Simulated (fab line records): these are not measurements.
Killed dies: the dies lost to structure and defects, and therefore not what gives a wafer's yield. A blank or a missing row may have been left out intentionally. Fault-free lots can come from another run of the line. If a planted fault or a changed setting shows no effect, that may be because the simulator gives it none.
8D (eight disciplines) problem report, filled in by code | flow gf180mcu | the parts of the form that need people (team, actions taken, sign-off) are left out

1. THE PROBLEM
Mean of overpolish-run-s at GF_V2_CMP_26: 15.953 s across 6 wafers in 2 lots; on wafers with no fault it is 15.001 s (standard deviation 0.009). So: +99 or more standard deviations from the usual mean.
The step: polishes, stops on SiO2, t overpolish 15 s, target thk 0 nm.
First observed at day 27 00:19: wafer L980.4, on cmp-02. The record holds 42 wafers of 14 lots with a number at this step. By rule, "out" or "out of limits" means more than 4 standard deviations away from the usual mean. Any other wafer with a number is counted as sound.

2. WHAT THIS IS AND IS NOT
question                    | is                     | is not
which readings at this step | overpolish-run-s       | motor-current-A, time-to-endpoint-s
which lots                  | L980, L981             | L960, L962, L964, L966, L967, L969, L970, L971, L973, L975, L978, L982
which wafers of those lots  | all that have a number | -
read on which tools         | cmp-02                 | cmp-01
when                        | from day 27 00:19      | up to then (33 sound wafers); but 3 sound wafers of L982 came after

3. SUSPECTS, AND WHAT RULES EACH OUT
Counting: a tool at any process step up to the reading remains a suspect when it ran all the lots that are out and ran no sound lot after the first of those.
- cmp-02 at GF_V2_CMP_26 (polishes, stops on SiO2, t overpolish 15 s, target thk 0 nm): kept. All lots that are out passed through it, beginning with L980 at day 27 00:19, and no sound lot followed; its final sound lot before that point was L975 at day 25 13:59. Its own readings are out on those wafers: overpolish-run-s.
Remaining after the count: cmp-02 at GF_V2_CMP_26.

4. THE CAUSE (what the simulator had put in)
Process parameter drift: cmp-02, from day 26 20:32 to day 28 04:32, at GF_V2_CMP_26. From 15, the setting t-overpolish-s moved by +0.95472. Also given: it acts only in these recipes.
The count eliminated every tool but this one.

5. THE CHAIN OF EFFECTS, in route order
Each row: a reading whose mean over the struck wafers that have a number lies more than 3 standard deviations from the usual. Readings are gone through only where the record gives a usual standard deviation; hours: the median, over the lots, of the time from a lot's start at the first step in this table giving one to that lot's start at this step; sigmas: the change measured in usual standard deviations.
hours | step         | reading          | usual    | on struck wafers | change | sigmas
0     | GF_V2_CMP_26 | overpolish-run-s | 15.001 s | 15.953           | +0.952 | +99 or more
It contains these process steps:
- GF_V2_CMP_26: polishes, stops on SiO2, t overpolish 15 s, target thk 0 nm.

6. WHAT WOULD HAVE CAUGHT IT SOONER
4 hours passed between the start of the fault at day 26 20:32 and the first reading out of limits in this record, taken at day 27 00:19.
